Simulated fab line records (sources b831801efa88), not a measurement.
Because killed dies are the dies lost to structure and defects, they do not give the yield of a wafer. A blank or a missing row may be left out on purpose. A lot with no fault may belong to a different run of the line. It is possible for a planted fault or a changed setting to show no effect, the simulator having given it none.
Chamber matching	flow sfq line	SFQ_TRILAYER_I1_CMP_CMP_046 on cmp-01 has 4 sister chambers
The step polishes SiO2. 4 wafers are shown with their chamber, then 9 later ones without.

EACH WAFER AND ITS CHAMBER
wafer	chamber	motor current A (A)
L449.2	1	10.7
L460.1	3	8.5
L462.2	2	11.1
L462.5	0	10.9

WAFERS WITH NO CHAMBER GIVEN
wafer	motor current A (A)
L463.3	11.3
L463.4	11.8
L463.5	8.8
L465.2	11.0
L465.3	9.0
L465.4	11.2
L467.2	8.6
L467.4	10.9
L467.5	11.2

WHICH CHAMBER EACH WENT THROUGH
wafer	from the rows above	in truth
L463.3	can't be placed: 2 or 0 or 1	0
L463.4	can't be placed: 2 or 0 or 1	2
L463.5	3	3
L465.2	can't be placed: 0 or 2 or 1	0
L465.3	3	3
L465.4	can't be placed: 2 or 0 or 1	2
L467.2	3	3
L467.4	can't be placed: 0 or 2 or 1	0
L467.5	can't be placed: 2 or 0 or 1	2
Placed correctly: 3 of 9. Not placeable from these rows: 6 (in 6, the candidates include the true chamber). Placed wrongly: 0.
How it was worked out, from the rows above alone: a wafer's distance from a chamber is the root of the sum, over the readings, of the square of ((its reading less the chamber's mean) divided by the reading's scatter). The wafer belongs to the nearest chamber; if the next one is less than 2 further off, it can't be placed. The mean given for a chamber averages the wafers shown for that chamber. The scatter: with one shown wafer a chamber, the root of the mean of the squares of how far each hidden wafer lies from its nearest shown one.
